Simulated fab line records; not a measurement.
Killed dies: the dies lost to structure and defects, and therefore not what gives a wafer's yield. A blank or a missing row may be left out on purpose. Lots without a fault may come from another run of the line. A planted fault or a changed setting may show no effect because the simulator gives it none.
Which tool did it? / flow sky130 / at 1 step of a route of 708, 12 lots with 36 wafers sampled

== WHAT EACH GAUGE READ, for each wafer ==
SKY_POLY_GATE_THK_MEAS_21.
lot=L075; measured=day 17 03:53; on=film metro-03; POLY_GATE_OXIDATION_THK (nm)=3.91 3.94 3.95
lot=L077; measured=day 17 12:32; on=film metro-03; POLY_GATE_OXIDATION_THK (nm)=3.98 3.95 3.99
lot=L079; measured=day 18 23:07; on=film metro-02; POLY_GATE_OXIDATION_THK (nm)=3.98 4.00 4.11
lot=L081; measured=day 19 04:42; on=film metro-04; POLY_GATE_OXIDATION_THK (nm)=3.97 3.93 3.90
lot=L083; measured=day 20 19:37; on=film metro-02; POLY_GATE_OXIDATION_THK (nm)=4.01 4.05 4.10
lot=L085; measured=day 21 12:58; on=film metro-02; POLY_GATE_OXIDATION_THK (nm)=4.09 4.14 4.09
lot=L087; measured=day 21 17:12; on=film metro-02; POLY_GATE_OXIDATION_THK (nm)=3.99 4.07 4.06
lot=L089; measured=day 22 03:45; on=film metro-03; POLY_GATE_OXIDATION_THK (nm)=4.11 3.97 4.02
lot=L092; measured=day 23 07:37; on=film metro-04; POLY_GATE_OXIDATION_THK (nm)=4.02 4.02 3.99
lot=L093; measured=day 23 10:48; on=film metro-03; POLY_GATE_OXIDATION_THK (nm)=3.97 3.95 4.05
lot=L096; measured=day 24 17:23; on=film metro-02; POLY_GATE_OXIDATION_THK (nm)=3.95 3.86 3.95
lot=L097; measured=day 25 03:15; on=film metro-04; POLY_GATE_OXIDATION_THK (nm)=3.85 3.84 3.83

== WHICH TOOL RAN EACH LOT (tool, then ch and the chambers of the sampled wafers, then the start) ==
There is no process step in the record ahead of these readings.

== THE ANSWER, worked out from the rows above alone ==
Rule: the usual values come from the lots themselves. Put in order of their means at a reading, lots are off if they are a third of the lots or fewer, leave a main group of 4 or more, and stand apart from it by a gap of 3 or more times the standard deviation of the main group's means; of several such gaps the widest counts. A main group whose means are all the same, to the digits that the tables above print for the reading, isn't used. Also off: a lot with no number at a reading for which 4 or more lots have one. All remaining lots with rows at the step are treated as sound.
Nothing can be told from this: no lot is off at any reading shown.

== WHAT WAS PUT IN BY THE SIMULATOR ==
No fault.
